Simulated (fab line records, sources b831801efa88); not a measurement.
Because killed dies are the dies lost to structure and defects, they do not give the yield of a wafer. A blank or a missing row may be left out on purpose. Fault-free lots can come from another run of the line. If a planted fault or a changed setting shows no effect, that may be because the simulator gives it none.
The tool behind it: which one? + flow sky130 + 12 lots, 36 wafers sampled, at 4 steps of a route of 708

WHAT THE GAUGES SHOWED, per wafer
SKY_VT_ADJUST_HVTP_CD_MEAS_07: the cd target is 380 nm. Usual: cd-nm 379.7 nm, standard deviation 2.
| lot  | measured     | on        | cd-nm (nm)        | flag |
|------|--------------|-----------|-------------------|------|
| L629 | day 6 20:54  | cd-sem-01 | 379.6 380.3 381.6 |      |
| L630 | day 7 03:40  | cd-sem-01 | 380.1 380.8 380.3 |      |
| L631 | day 7 12:36  | cd-sem-02 | 380.1 377.3 380.0 |      |
| L632 | day 7 14:19  | cd-sem-02 | 381.8 381.6 383.1 |      |
| L634 | day 8 05:33  | cd-sem-02 | 380.7 383.0 379.6 |      |
| L635 | day 8 12:35  | cd-sem-02 | 379.5 382.5 382.9 |      |
| L636 | day 8 16:16  | cd-sem-02 | 380.0 376.9 377.9 |      |
| L637 | day 8 23:39  | cd-sem-01 | 379.2 378.5 379.4 |      |
| L640 | day 9 14:57  | cd-sem-01 | 376.9 376.9 379.5 |      |
| L642 | day 10 10:39 | cd-sem-02 | 380.6 382.5 380.8 |      |
| L647 | day 11 15:54 | cd-sem-01 | 379.8 379.4 378.9 |      |
| L649 | day 12 05:38 | cd-sem-02 | 381.8 380.9 380.4 |      |

SKY_VT_ADJUST_HVTP_OVL_MEAS_08. Usual: VT_ADJUST_HVTP_OVL 0.4 nm, standard deviation 1.4.
| lot  | measured     | on         | VT_ADJUST_HVTP_OVL (nm) | flag |
|------|--------------|------------|-------------------------|------|
| L629 | day 6 21:01  | overlay-02 | 0.7 0.4 0.6             |      |
| L630 | day 7 03:44  | overlay-02 | -0.1 0.4 0.0            |      |
| L631 | day 7 12:43  | overlay-01 | 3.2 1.5 1.3             |      |
| L632 | day 7 14:24  | overlay-02 | -1.7 -1.9 -0.6          |      |
| L634 | day 8 05:40  | overlay-01 | 0.0 -0.7 0.2            |      |
| L635 | day 8 12:41  | overlay-02 | -0.7 -0.4 -0.2          |      |
| L636 | day 8 16:23  | overlay-01 | 2.4 0.3 0.4             |      |
| L637 | day 8 23:46  | overlay-02 | -0.9 0.0 1.5            |      |
| L640 | day 9 15:04  | overlay-01 | -120.1 -120.8 -121.3    | OFF  |
| L642 | day 10 10:46 | overlay-02 | -120.9 -120.4 -119.6    | OFF  |
| L647 | day 11 16:01 | overlay-01 | -120.2 -124.9 -120.5    | OFF  |
| L649 | day 12 05:44 | overlay-02 | 1.8 0.9 1.0             |      |

TOOL THAT RAN EACH LOT (tool first, then ch and the chambers of the sampled wafers, then the start)
| lot  | SKY_FIELD_ISO_STRIP_16              | SKY_VT_ADJUST_HVTP_EXPOSE_04        |
|------|-------------------------------------|-------------------------------------|
| L629 | plasma-asher-03 ch 1, day 2 20:34   | iline-stepper-02 ch 0, day 6 12:09  |
| L630 | plasma-asher-04 ch 0,1, day 3 01:12 | iline-stepper-02 ch 0, day 6 17:53  |
| L631 | plasma-asher-03 ch 0,1, day 3 10:07 | iline-stepper-01 ch 0, day 7 02:50  |
| L632 | plasma-asher-02 ch 0,1, day 3 12:23 | iline-stepper-02 ch 0, day 7 04:22  |
| L634 | plasma-asher-04 ch 0,1, day 4 00:04 | iline-stepper-01 ch 0, day 7 18:45  |
| L635 | plasma-asher-04 ch 0,1, day 4 03:12 | iline-stepper-01 ch 0, day 8 02:53  |
| L636 | plasma-asher-02 ch 0,1, day 4 09:16 | iline-stepper-01 ch 0, day 8 06:21  |
| L637 | plasma-asher-03 ch 0,1, day 4 13:52 | iline-stepper-02 ch 0, day 8 12:47  |
| L640 | plasma-asher-02 ch 0,1, day 5 06:40 | iline-stepper-02 ch 0, day 9 05:37  |
| L642 | plasma-asher-04 ch 0,1, day 5 16:37 | iline-stepper-02 ch 0, day 9 23:16  |
| L647 | plasma-asher-02 ch 0,1, day 6 18:59 | iline-stepper-02 ch 0, day 11 04:41 |
| L649 | plasma-asher-02 ch 0,1, day 7 04:51 | iline-stepper-01 ch 0, day 11 17:05 |
- SKY_FIELD_ISO_STRIP_16: strips in O2/N2.
- SKY_VT_ADJUST_HVTP_EXPOSE_04: exposes mask HVTPM, target cd 380 nm.

WHAT THE TOOLS THEMSELVES READ (means of the sampled wafers that have a number; where no wafer has one, the mark that the record gives instead)
SKY_FIELD_ISO_STRIP_16. Usual: drypump-motor-current-A 6.13 A, standard deviation 0.19; o2-flow-sccm 2999 sccm, standard deviation 7.9; oes-product-au 0.378 a.u., standard deviation 0.0046; strip-time-to-endpoint-s 3.555 s, standard deviation 0.024.
| lot  | tool            | drypump-motor-current-A (A) | o2-flow-sccm (sccm) | oes-product-au (a.u.) | strip-time-to-endpoint-s (s) | flag |
|------|-----------------|-----------------------------|---------------------|-----------------------|------------------------------|------|
| L629 | plasma-asher-03 | 6.10                        | 3003                | 0.379                 | 3.551                        |      |
| L630 | plasma-asher-04 | 6.04                        | 2998                | 0.380                 | 3.568                        |      |
| L631 | plasma-asher-03 | 6.32                        | 2997                | 0.379                 | 3.565                        |      |
| L632 | plasma-asher-02 | 6.08                        | 2996                | 0.378                 | 3.561                        |      |
| L634 | plasma-asher-04 | 6.17                        | 2999                | 0.380                 | 3.584                        |      |
| L635 | plasma-asher-04 | 6.07                        | 3002                | 0.375                 | 3.559                        |      |
| L636 | plasma-asher-02 | 6.03                        | 2994                | 0.375                 | 3.574                        |      |
| L637 | plasma-asher-03 | 6.19                        | 2994                | 0.375                 | 3.548                        |      |
| L640 | plasma-asher-02 | 6.08                        | 2993                | 0.375                 | 3.522                        |      |
| L642 | plasma-asher-04 | 6.06                        | 2993                | 0.375                 | 3.536                        |      |
| L647 | plasma-asher-02 | 6.03                        | 2995                | 0.378                 | 3.542                        |      |
| L649 | plasma-asher-02 | 6.03                        | 2994                | 0.379                 | 3.565                        |      |

THE ANSWER, worked out from the rows above alone
Rule: a lot counts as off when the mean over its wafers that have a number is more than 3 standard deviations away from the usual mean. Also off: a lot with no number at a reading for which 4 or more lots have one. Where the step has rows for the other lots, those lots are counted as sound. First the gauges in route order, then the tools' own readings, where a lot's mean is used as printed above. The first step at which some lot is off is used, and at that step the reading that is off furthest; a lot without a number counts as furthest.
Off: L640, L642, L647, seen at SKY_VT_ADJUST_HVTP_OVL_MEAS_08 (VT_ADJUST_HVTP_OVL).
A tool fits if, at a process step before that reading, it ran every lot that is off, and no sound lot after the first of them. Gauges at SKY_VT_ADJUST_HVTP_OVL_MEAS_08: tried the same way as those tools. One fits: SKY_VT_ADJUST_HVTP_EXPOSE_04 on iline-stepper-02. Its last sound lot is L637 (day 8 12:47), its first lot that is off L640 (day 9 05:37): a fault that began between those two fits.

WHAT THE SIMULATOR HAD PUT IN
Scanner matching overlay: iline-stepper-02, from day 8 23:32 on, at SKY_VT_ADJUST_HVTP_EXPOSE_04. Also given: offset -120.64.
Struck lots among those shown: L640, L642, L647. This agrees with what the rule above found.
